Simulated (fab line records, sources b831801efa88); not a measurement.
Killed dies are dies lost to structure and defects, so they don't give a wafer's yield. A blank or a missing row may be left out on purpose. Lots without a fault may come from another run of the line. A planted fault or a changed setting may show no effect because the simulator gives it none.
One fault seen from 2 desks | flow sfq_line | each desk has only its own numbers; what lay behind them comes last

THE METROLOGY DESK
What the gauges read, lot by lot, whatever tool the lot ran on: means of the sampled wafers that have a number. A lot is out of limits, marked OUT, if its mean lies more than 4 standard deviations from the usual mean; the brackets give that distance.
Columns: A = L0V_OVL at SFQ_L0V_OVL_MEAS_903, usual 3 nm; B = M0_OVL at SFQ_M0_OVL_MEAS_906, usual 0 nm; C = M1_OVL at SFQ_M1_OVL_MEAS_911, usual 8 nm
lot  | first seen here | A  | B   | C
L487 | day 4 21:58     | -0 | 3   | 13
L488 | day 4 23:10     | 5  | 2   | 6
L489 | day 7 16:17     | 5  | 5   | 10
L490 | day 8 09:20     | -6 | -2  | 5
L491 | day 8 22:32     | 6  | 2   | 1
L492 | day 9 04:32     | 6  | 8   | 1
L497 | day 10 18:04    | 1  | -5  | 6
L503 | day 12 15:50    | 4  | 3   | 13
L504 | day 13 00:13    | 0  | -7  | 10
L505 | day 13 06:08    | -1 | -12 | 13
L506 | day 13 12:08    | 4  | -5  | 9
L509 | day 14 07:20    | 7  | 3   | 11
L510 | day 14 16:56    | 3  | -4  | 4
This desk's finding: nothing out of limits on any of the 13 lots.

THE TOOL OWNER'S DESK: pecvd-01
The tool's own readings at SFQ_TRILAYER_L0_CAP_PECVD_011 (deposits SiO2 from SiH4/N2O, time 13.333 s, target thk 60 nm): means of the sampled wafers that have a number, for each lot that ran on this tool. A lot is out of limits, marked OUT, if its mean lies more than 4 standard deviations from the usual mean; the brackets give that distance.
Columns: A = heater_power_w at SFQ_TRILAYER_L0_CAP_PECVD_011, usual 84 W; B = throttle_valve_pct at SFQ_TRILAYER_L0_CAP_PECVD_011, usual 25.4 %
lot  | first seen here | A  | B
L497 | day 6 18:23     | 85 | 29.2
L510 | day 10 07:49    | 88 | 22.9
This desk's finding: nothing out of limits on any of the 2 lots.

PUT TOGETHER
The metrology desk saw nothing out of limits.
The tool owner's desk saw nothing out of limits.

WHAT THE SIMULATOR HAD PUT IN
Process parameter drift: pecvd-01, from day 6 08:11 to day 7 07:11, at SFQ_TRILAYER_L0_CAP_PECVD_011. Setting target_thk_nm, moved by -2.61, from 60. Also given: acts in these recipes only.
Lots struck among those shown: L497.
